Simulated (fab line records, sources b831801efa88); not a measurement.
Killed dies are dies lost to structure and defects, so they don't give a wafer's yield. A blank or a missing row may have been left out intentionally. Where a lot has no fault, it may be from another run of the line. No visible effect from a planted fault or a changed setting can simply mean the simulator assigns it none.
2 desks looking at one fault / flow sky130 / numbers are kept per desk, each desk with only its own; the story behind them comes last

== TOOL OWNER'S DESK, wet bench-03 ==
The tool's own readings at SKY_SD_N_CLEAN_13 (cleans in SC1/SC2, time 150 s): means of the sampled wafers that have a number, for each lot that ran on this tool. Marked OUT: a lot whose mean sits more than 4 standard deviations from the usual mean, which makes it out of limits; the brackets give that distance.
Columns: A = run length s at SKY_SD_N_CLEAN_13, usual 179 s
lot=L602; first seen here=day 29 08:13; A=176
lot=L609; first seen here=day 32 14:31; A=54 (-30) OUT
lot=L611; first seen here=day 32 17:07; A=54 (-30) OUT
lot=L613; first seen here=day 33 03:34; A=184
lot=L614; first seen here=day 33 13:27; A=183
This desk finds L609, L611 out of limits, L609 being first, at day 32 14:31 (run length s at SKY_SD_N_CLEAN_13). L602, L613, L614: within limits.

== AT THE METROLOGY DESK ==
What the gauges read, lot by lot, whatever tool the lot ran on: means of the sampled wafers that have a number. Marked OUT: a lot whose mean sits more than 4 standard deviations from the usual mean, which makes it out of limits; the brackets give that distance.
Columns: A = SD_N_RS at SKY_SD_N_RS_MEAS_16, usual 68.52 ohm/sq
lot=L599; first seen here=day 28 07:28; A=68.33
lot=L600; first seen here=day 28 17:38; A=68.39
lot=L602; first seen here=day 29 08:26; A=68.43
lot=L604; first seen here=day 30 09:11; A=68.59
lot=L609; first seen here=day 32 14:45; A=68.63
lot=L611; first seen here=day 32 17:21; A=68.44
lot=L610; first seen here=day 32 18:01; A=68.50
lot=L613; first seen here=day 33 03:52; A=68.70
lot=L614; first seen here=day 33 13:44; A=68.28
lot=L616; first seen here=day 33 20:56; A=68.76
lot=L615; first seen here=day 33 22:27; A=68.35
lot=L617; first seen here=day 34 04:54; A=68.45
lot=L618; first seen here=day 34 12:40; A=68.69
This desk's verdict: no lot among the 13 shows anything out of limits.

== PUT TOGETHER ==
An alarm could have come from the tool owner's desk at day 32 14:31, on L609, L611.
Nothing out of limits was seen by the metrology desk.
The metrology desk has L609, L611 on record, within its limits.
SKY_SD_N_CLEAN_13 was run on wet bench-03 by each of the lots named.

== WHAT WAS PUT IN BY THE SIMULATOR ==
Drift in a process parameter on wet bench-03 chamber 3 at SKY_SD_N_CLEAN_13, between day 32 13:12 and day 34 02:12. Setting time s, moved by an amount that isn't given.
Lots struck among those shown: L609, L611.
Delay in hours, fault start to first out-of-limits reading, by desk: the tool owner's desk at 1.
